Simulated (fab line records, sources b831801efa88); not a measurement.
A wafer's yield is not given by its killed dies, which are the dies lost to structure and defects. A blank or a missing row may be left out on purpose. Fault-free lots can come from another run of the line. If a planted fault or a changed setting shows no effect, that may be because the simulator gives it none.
The same fault as seen by 2 desks + flow gf180mcu + only its own numbers are on each desk; what lay behind them is given at the end

AT THE METROLOGY DESK
What the gauges read, lot by lot, whatever tool the lot ran on: means of the sampled wafers that have a number. Any lot whose mean is over 4 standard deviations away from the usual mean is out of limits and marked OUT; that distance is given in the brackets.
Columns: A = V2_OVL at GF_V2_OVL_MEAS_15, usual 1 nm; B = M3_ALCU_RS at GF_M3_RS_MEAS_05, usual 0.0692 ohm/sq
| lot  | first seen here | A  | B      |
|------|-----------------|----|--------|
| L981 | day 20 04:31    | 3  | 0.0698 |
| L983 | day 20 21:37    | 8  | -      |
| L984 | day 21 04:23    | 3  | -      |
| L987 | day 22 15:32    | -4 | 0.0691 |
| L991 | day 24 03:04    | -4 | 0.0687 |
| L993 | day 25 06:59    | 5  | 0.0686 |
| L994 | day 25 10:28    | -6 | 0.0697 |
| L995 | day 25 13:20    | 3  | 0.0693 |
| L997 | day 26 02:13    | -8 | 0.0691 |
| L998 | day 26 12:31    | 3  | 0.0690 |
| L999 | day 26 17:28    | -3 | 0.0699 |
| L101 | day 27 02:19    | 5  | 0.0681 |
| L102 | day 27 07:04    | -7 | 0.0695 |
| L104 | day 27 20:08    | 9  | 0.0699 |
Result from this desk: across the 14 lots, nothing is out of limits.

DESK OF THE TOOL OWNER: rie diel-04
The tool's own readings at GF_V2_ETCH_17 (etches SiO2 in C4F8/O2/Ar, stops on TiN, target depth 630 nm): means of the sampled wafers that have a number, for each lot that ran on this tool. Any lot whose mean is over 4 standard deviations away from the usual mean is out of limits and marked OUT; that distance is given in the brackets.
Columns: A = bias w at GF_V2_ETCH_17, usual 1199.8 W; B = chamber pressure mTorr at GF_V2_ETCH_17, usual 40.00 mTorr; C = oes product au at GF_V2_ETCH_17, usual 0.856 a.u.
| lot  | first seen here | A      | B     | C     |
|------|-----------------|--------|-------|-------|
| L987 | day 22 15:00    | 1200.1 | 40.00 | 0.850 |
| L993 | day 25 07:00    | 1200.1 | 39.99 | 0.859 |
| L994 | day 25 10:00    | 1195.8 | 39.97 | 0.859 |
| L997 | day 26 02:00    | 1199.2 | 39.98 | 0.858 |
| L998 | day 26 12:00    | 1201.2 | 39.97 | 0.857 |
| L102 | day 27 07:00    | 1204.2 | 40.01 | 0.857 |
Result from this desk: across the 6 lots, nothing is out of limits.

ALL TOGETHER
The metrology desk saw nothing out of limits.
The tool owner's desk saw nothing out of limits.

WHAT HAD BEEN PUT IN BY THE SIMULATOR
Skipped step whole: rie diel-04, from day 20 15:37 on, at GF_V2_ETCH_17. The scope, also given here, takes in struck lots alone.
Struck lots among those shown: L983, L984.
